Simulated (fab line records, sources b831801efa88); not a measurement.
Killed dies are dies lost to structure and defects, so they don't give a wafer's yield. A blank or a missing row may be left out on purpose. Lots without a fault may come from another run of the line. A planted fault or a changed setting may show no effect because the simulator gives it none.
Problem report in the 8D (eight disciplines) form, filled by code | flow sky130 | the parts of the form that need people (team, actions taken, sign-off) are left out

1. THE PROBLEM
strip_time_to_endpoint_s at SKY_CONTACT_STRIP_19 reads a mean of 3.827 s on 3 wafers of 2 lots; wafers without a fault read 3.613 s with a standard deviation of 0.024. That is +8.9 standard deviations from the usual mean.
The step: strips in O2/N2.
First seen on wafer L387.2, day 37 19:14, on plasma_asher-01. The record holds 32 wafers of 11 lots with a number at this step. Rule for "out", or "out of limits": more than 4 standard deviations from the usual mean. The other wafers with a number count as sound.

2. WHAT IT IS AND WHAT IT IS NOT
question                    | is                       | is not
which readings at this step | strip_time_to_endpoint_s | chamber_pressure_mTorr, drypump_motor_current_A
which lots                  | L387, L390               | L368, L373, L375, L376, L377, L378, L379, L380, L383
which wafers of those lots  | L387.2, L387.3, L390.2   | L390.4, L390.6
read on which tools         | plasma_asher-01          | plasma_asher-03, plasma_asher-04
when                        | from day 37 19:14        | up to then (27 sound wafers); but 2 sound wafers of L390 came after

3. SUSPECTS, AND WHAT RULES EACH OUT
Counting: a tool at a process step up to the reading stays a suspect if it ran every lot that is out. Sound lots after the first of them don't rule it out here, since some wafers of a struck lot are sound.
- plasma_asher-01 at SKY_LOCAL_INTERCONNECT_STRIP_15 (strips in O2/N2): kept. It ran every lot that is out, first L387 (day 36 15:58); its last sound lot up to then is L376 (day 33 02:09).
- rie_diel-01 at SKY_CONTACT_ETCH_18 (etches Si3N4 in CHF3/O2, stops on TiN, time 39 s, target depth 75 nm): kept. It ran every lot that is out, first L387 (day 37 19:00); its last sound lot up to then is L383 (day 36 11:00).
- plasma_asher-01 at SKY_CONTACT_STRIP_19 (strips in O2/N2): kept. It ran every lot that is out, first L387 (day 37 19:14); its last sound lot up to then is L379 (day 35 03:25). Its own readings are out on those wafers: strip_time_to_endpoint_s.
Left after counting: plasma_asher-01 at SKY_LOCAL_INTERCONNECT_STRIP_15, rie_diel-01 at SKY_CONTACT_ETCH_18, plasma_asher-01 at SKY_CONTACT_STRIP_19.

4. THE CAUSE (what the simulator had put in)
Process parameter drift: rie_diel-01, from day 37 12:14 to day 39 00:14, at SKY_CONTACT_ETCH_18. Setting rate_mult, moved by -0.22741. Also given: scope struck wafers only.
Counting left 3 suspects, and this tool is among them.

5. THE CHAIN OF EFFECTS, in route order
Each row: a reading whose mean over the struck wafers that have a number lies more than 3 standard deviations from the usual. Only readings for which the record gives a usual standard deviation are gone through. hours: the time from each lot's start at the first step in this table that gives one to its start at this step, as a median over the lots. sigmas: the change in usual standard deviations.
hours | step                  | reading                  | usual   | on struck wafers | change | sigmas
0     | SKY_CONTACT_STRIP_19  | strip_time_to_endpoint_s | 3.613 s | 3.827            | +0.214 | +8.9
297   | SKY_PAD_OPEN_PROBE_99 | killed_at_contacts       | 24      | 214              | +190   | +37
297   | SKY_PAD_OPEN_PROBE_99 | killed_dies              | 86      | 276              | +190   | +20
297   | SKY_PAD_OPEN_PROBE_99 | killed_on_rim            | 17      | 45               | +28    | +6.7
The process steps in it:
- SKY_CONTACT_STRIP_19: strips in O2/N2.
- SKY_PAD_OPEN_PROBE_99

6. WHAT WOULD HAVE CAUGHT IT SOONER
In this record the first reading out of limits was taken at day 37 19:14, 7 hours after the fault began at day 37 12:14.
Of the tool readings at SKY_CONTACT_ETCH_18 for which the record gives a usual standard deviation, none was out on any struck wafer, so an alarm limit of 4 standard deviations on them would not have fired.
Of the lots that are out (2), L390 began SKY_CONTACT_ETCH_18 on rie_diel-01 after day 37 19:14. A hold on the tool at that time would have spared it.
